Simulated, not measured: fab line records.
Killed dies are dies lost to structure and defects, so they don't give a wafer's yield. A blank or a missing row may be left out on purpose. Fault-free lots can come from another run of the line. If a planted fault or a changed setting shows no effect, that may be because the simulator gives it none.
Code-filled problem report in 8D (eight disciplines) form | flow sky130 | the parts of the form that need people (team, actions taken, sign-off) are left out

## 1. WHAT WENT WRONG
LI_CONTACT_HDPCVD_THK at SKY_LI_CONTACT_THK_MEAS_01 reads a mean of 1589 nm on 3 wafers of 3 lots; wafers without a fault read 925 nm with a standard deviation of 10. That is +66 standard deviations from the usual mean.
The first sign was on wafer L278.3 at day 31 22:44, on film metro-04. Wafers with a number at this step in the record: 37, from 13 lots. Rule for "out", or "out of limits": more than 4 standard deviations from the usual mean. Any other wafer with a number is counted as sound.

## 2. WHAT THIS IS AND IS NOT
question                    | is                           | is not
which readings at this step | LI_CONTACT_HDPCVD_THK        | -
which lots                  | L278, L280, L282             | L270, L272, L274, L275, L277, L279, L281, L291, L292, L293
which wafers of those lots  | L278.3, L280.6, L282.6       | L278.4, L278.5, L280.1, L282.1
read on which gauges        | film metro-02, film metro-04 | film metro-01
when                        | from day 31 22:44            | up to then (20 sound wafers); but 14 sound wafers of L280, L281, L282, L291, L292, L293 came after

## 3. WHAT RULES OUT EACH SUSPECT
Counting: any tool at a process step up to the reading remains a suspect provided it ran every lot that is out. Sound lots after the first of them don't rule it out here, since some wafers of a struck lot are sound.
- ruled out: the gauge at SKY_LI_CONTACT_THK_MEAS_01. 2 gauges (film metro-02, film metro-04) read the wafers that are out.
- hdpcvd-02 at SKY_LI_CONTACT_HDPCVD_00 (deposits PSG, target thk 930 nm, time 155 s): kept. Ran every lot that is out, first one L278 (day 31 22:37); last sound lot up to then L279 (day 31 18:57).
The count leaves hdpcvd-02 at SKY_LI_CONTACT_HDPCVD_00.

## 4. THE CAUSE (what the simulator had put in)
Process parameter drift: hdpcvd-02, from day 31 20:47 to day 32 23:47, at SKY_LI_CONTACT_HDPCVD_00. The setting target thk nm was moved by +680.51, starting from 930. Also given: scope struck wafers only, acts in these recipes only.
After counting, this tool was the only one left.

## 5. THE CHAIN OF EFFECTS, in route order
One row per reading whose mean, taken over the struck wafers that have a number, lies over 3 standard deviations from the usual. Only readings whose record carries a usual standard deviation are examined. hours: median over the lots of the time between each lot's start at the first step of this table that gives one and its start at this step. sigmas: the change, counted in usual standard deviations.
hours | step                       | reading               | usual  | on struck wafers | change | sigmas
0     | SKY_LI_CONTACT_THK_MEAS_01 | LI_CONTACT_HDPCVD_THK | 925 nm | 1589             | +664   | +66
0     | SKY_LI_CONTACT_CMP_02      | time to endpoint s    | 31 s   | 91               | +60    | +15
Here are the process steps it includes:
- SKY_LI_CONTACT_CMP_02: polishes PSG.
Later measuring or inspecting steps at which every struck wafer that the step has a row for has a number for every such reading, and none has moved that far: SKY_LI_CONTACT_BOW_MEAS_03, SKY_LI_CONTACT_OVL_MEAS_13.

## 6. HOW IT WOULD HAVE BEEN CAUGHT EARLIER
The first out-of-limits reading at a measuring or inspecting step in this record came at day 31 22:44, 2 hours after the fault's start at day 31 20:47.
Among the 3 lots that are out, L280, L282 began SKY_LI_CONTACT_HDPCVD_00 on hdpcvd-02 after day 31 22:44. A hold on the tool at that time would have spared those 2.
